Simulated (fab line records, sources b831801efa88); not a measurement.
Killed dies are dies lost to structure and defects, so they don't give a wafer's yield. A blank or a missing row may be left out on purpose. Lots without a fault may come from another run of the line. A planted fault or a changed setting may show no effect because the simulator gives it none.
Tool commonality check | flow gf180mcu | 13 lots, 39 wafers sampled

WHY IT WAS OPENED
At GF_MIM_THK_MEAS_06 the reading MIM_CVD_05_THK is flagged on 3 of 13 lots. Wafers without a fault read 42.2 nm, standard deviation 0.62.
Rule: a lot is flagged when every wafer of it that has a number lies more than 4 standard deviations from that mean, or none has a number. The other lots count as sound.

lot  | measured     | on            | MIM_CVD_05_THK (nm), wafer by wafer | flag
L468 | day 24 22:40 | film_metro-03 | 42.3 42.4 42.2                      |
L469 | day 25 02:26 | film_metro-02 | 43.0 41.5 42.1                      |
L472 | day 26 09:10 | film_metro-02 | 41.5 42.1 42.3                      |
L473 | day 26 11:16 | film_metro-04 | 84.0 85.6 85.4                      | FLAGGED
L474 | day 26 22:43 | film_metro-03 | 84.4 85.2 85.7                      | FLAGGED
L475 | day 27 01:27 | film_metro-04 | 83.3 83.2 84.4                      | FLAGGED
L483 | day 29 14:40 | film_metro-04 | 41.5 42.3 42.0                      |
L484 | day 29 19:09 | film_metro-03 | 42.1 41.2 42.5                      |
L485 | day 30 00:06 | film_metro-03 | 42.3 42.9 42.7                      |
L486 | day 30 08:14 | film_metro-04 | 42.6 42.4 42.6                      |
L487 | day 30 15:48 | film_metro-03 | 42.0 42.9 42.8                      |
L488 | day 31 03:27 | film_metro-03 | 42.2 41.2 42.2                      |
L490 | day 31 09:57 | film_metro-03 | 40.9 41.8 42.0                      |
The numbers of the flagged lots are 84.6 nm on average: +42.4 nm against the usual, or +68 standard deviations.

WHICH TOOL RAN EACH LOT
The record holds 3 process steps before the reading, out of a route of 602 steps. In each cell: the tool, then ch and the chambers that the sampled wafers went through, then the start.
lot  | flag    | GF_V4_ETCH_16                      | GF_MIM_SPUTTER_04            | GF_MIM_CVD_05
L468 |         | rie_diel-01 ch 1,2, day 24 21:03   | pvd_sputter-01, day 24 22:35 | pecvd-02 ch 0,1,2, day 24 22:38
L469 |         | rie_diel-02 ch 0,1,3, day 25 00:22 | pvd_sputter-03, day 25 02:22 | pecvd-04 ch 0,2, day 25 02:25
L472 |         | rie_diel-02 ch 1,3, day 26 07:33   | pvd_sputter-03, day 26 09:05 | pecvd-03 ch 0,2, day 26 09:08
L473 | FLAGGED | rie_diel-03 ch 0,1,3, day 26 09:28 | pvd_sputter-01, day 26 11:00 | pecvd-03 ch 1,2, day 26 11:02
L474 | FLAGGED | rie_diel-02 ch 1,2,3, day 26 20:51 | pvd_sputter-03, day 26 22:23 | pecvd-03 ch 0,1,2, day 26 22:26
L475 | FLAGGED | rie_diel-02 ch 1,3, day 26 23:37   | pvd_sputter-04, day 27 01:11 | pecvd-04 ch 0,1, day 27 01:13
L483 |         | rie_diel-03 ch 1,2, day 29 13:03   | pvd_sputter-04, day 29 14:35 | pecvd-02 ch 1,2, day 29 14:38
L484 |         | rie_diel-02 ch 1,2,3, day 29 17:33 | pvd_sputter-01, day 29 19:05 | pecvd-03 ch 0,1,2, day 29 19:07
L485 |         | rie_diel-01 ch 0,1,3, day 29 22:27 | pvd_sputter-03, day 30 00:01 | pecvd-04 ch 1,2, day 30 00:04
L486 |         | rie_diel-02 ch 1,2,3, day 30 06:36 | pvd_sputter-03, day 30 08:09 | pecvd-03 ch 0,2, day 30 08:11
L487 |         | rie_diel-01 ch 0,1,3, day 30 14:03 | pvd_sputter-04, day 30 15:43 | pecvd-04 ch 1,2, day 30 15:46
L488 |         | rie_diel-01 ch 2,3, day 31 01:49   | pvd_sputter-03, day 31 03:23 | pecvd-02 ch 0,1, day 31 03:25
L490 |         | rie_diel-02 ch 1,2, day 31 08:21   | pvd_sputter-03, day 31 09:53 | pecvd-02 ch 0,2, day 31 09:55
What these steps do:
- GF_V4_ETCH_16: etches BARC in N2/H2.
- GF_MIM_SPUTTER_04: material TiN, target thk 50 nm, time 41.7 s.
- GF_MIM_CVD_05: deposits Si3N4, target thk 42 nm, time 29.086 s.
- GF_MIM_THK_MEAS_06

FLAGGED OVER TOTAL, TOOL BY TOOL (the gauges that took the reading come last)
step               | tool           | lots run | flagged | share of the flagged lots | sound lots run after its first flagged lot
GF_V4_ETCH_16      | rie_diel-01    | 4        | 0       | none                      | -
GF_V4_ETCH_16      | rie_diel-02    | 7        | 2       | some                      | 3 (L484,L486,L490)
GF_V4_ETCH_16      | rie_diel-03    | 2        | 1       | some                      | 1 (L483)
GF_MIM_SPUTTER_04  | pvd_sputter-01 | 3        | 1       | some                      | 1 (L484)
GF_MIM_SPUTTER_04  | pvd_sputter-03 | 7        | 1       | some                      | 4 (L485,L486,L488,L490)
GF_MIM_SPUTTER_04  | pvd_sputter-04 | 3        | 1       | some                      | 2 (L483,L487)
GF_MIM_CVD_05      | pecvd-02       | 4        | 0       | none                      | -
GF_MIM_CVD_05      | pecvd-03       | 5        | 2       | some                      | 2 (L484,L486)
GF_MIM_CVD_05      | pecvd-04       | 4        | 1       | some                      | 2 (L485,L487)
GF_MIM_THK_MEAS_06 | film_metro-02  | 2        | 0       | none                      | -
GF_MIM_THK_MEAS_06 | film_metro-03  | 7        | 1       | some                      | 5 (L484,L485,L487,L488,L490)
GF_MIM_THK_MEAS_06 | film_metro-04  | 4        | 2       | some                      | 2 (L483,L486)

WHAT THE TABLE ALLOWS
No row of the table ran every flagged lot.

WHAT THE SIMULATOR HAD PUT IN
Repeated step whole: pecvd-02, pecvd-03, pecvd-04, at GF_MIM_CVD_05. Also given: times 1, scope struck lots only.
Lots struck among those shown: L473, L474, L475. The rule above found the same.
